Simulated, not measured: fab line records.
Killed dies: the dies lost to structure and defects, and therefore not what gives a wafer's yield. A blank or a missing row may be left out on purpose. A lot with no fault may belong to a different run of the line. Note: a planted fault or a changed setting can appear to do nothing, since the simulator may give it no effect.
8D (eight disciplines) problem report, filled in by code + flow sky130 + the parts of the form that need people (team, actions taken, sign-off) are left out

## 1. THE PROBLEM
Mean of heater power total W at SKY_CONTACT_DEHYDRATE_06: 165.06 W across 6 wafers in 2 lots; on wafers with no fault it is 160.38 W (standard deviation 0.13). Measured from the usual mean, that is +36 standard deviations.
The step: time 60 s.
The first sign was on wafer L181.1 at day 38 02:12, on litho track-04. Wafers with a number at this step in the record: 36, from 12 lots. Rule for "out" (also "out of limits"): further than 4 standard deviations from the usual mean. The other wafers with a number count as sound.

## 2. WHAT IT IS AND WHAT IT IS NOT
| question                    | is                                 | is not                                                                          |
|-----------------------------|------------------------------------|---------------------------------------------------------------------------------|
| which readings at this step | heater power total W, plate temp C | -                                                                               |
| which lots                  | L181, L182                         | L167, L169, L172, L175, L176, L179, L180, L184, L185, L186                      |
| which wafers of those lots  | all that have a number             | -                                                                               |
| read on which tools         | litho track-04                     | litho track-01, litho track-02                                                  |
| when                        | from day 38 02:12                  | up to then (21 sound wafers); but 9 sound wafers of L184, L185, L186 came after |

## 3. THE SUSPECTS, EACH WITH WHAT RULES IT OUT
Counting: a tool stays on the suspect list if, at a process step up to the reading, it processed all lots that are out and no sound lot following the first of them.
- pvd sputter-01 at SKY_LOCAL_INTERCONNECT_SPUTTER_00 (material TiN, target thk 100 nm, time 83.3 s): ruled out as a lasting fault. Following L181 (day 36 07:53), the first lot on it that is out, the sound lots L185, L186 were run on it.
- litho track-04 at SKY_CONTACT_DEHYDRATE_06 (time 60 s): kept. Every lot that is out went through it, starting with L181 (day 38 02:12), and after that it ran no sound lot; the last sound lot it ran before then is L176 (day 37 04:09). Its own readings are out on those wafers: heater power total W, plate temp C.
Remaining after the count: litho track-04 at SKY_CONTACT_DEHYDRATE_06.

## 4. THE CAUSE (what the simulator had put in)
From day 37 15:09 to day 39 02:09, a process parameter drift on litho track-04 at SKY_CONTACT_DEHYDRATE_06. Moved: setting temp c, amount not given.
Counting left only this tool.

## 5. THE CHAIN OF EFFECTS, in route order
Each row: a reading whose mean over the struck wafers that have a number lies more than 3 standard deviations from the usual. Only readings for which the record gives a usual standard deviation are gone through. hours: the time from each lot's start at the first step in this table that gives one to its start at this step, as a median over the lots. sigmas: the change in usual standard deviations.
| hours | step                     | reading              | usual    | on struck wafers | change | sigmas |
|-------|--------------------------|----------------------|----------|------------------|--------|--------|
| 0     | SKY_CONTACT_DEHYDRATE_06 | heater power total W | 160.38 W | 165.06           | +4.68  | +36    |
| 0     | SKY_CONTACT_DEHYDRATE_06 | plate temp C         | 199.99 C | 204.81           | +4.82  | +28    |
Its process steps:
- SKY_CONTACT_DEHYDRATE_06: time 60 s.

## 6. HOW IT WOULD HAVE BEEN CAUGHT EARLIER
The fault began at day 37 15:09; the first out-of-limits reading in this record came at day 38 02:12, 11 hours later.
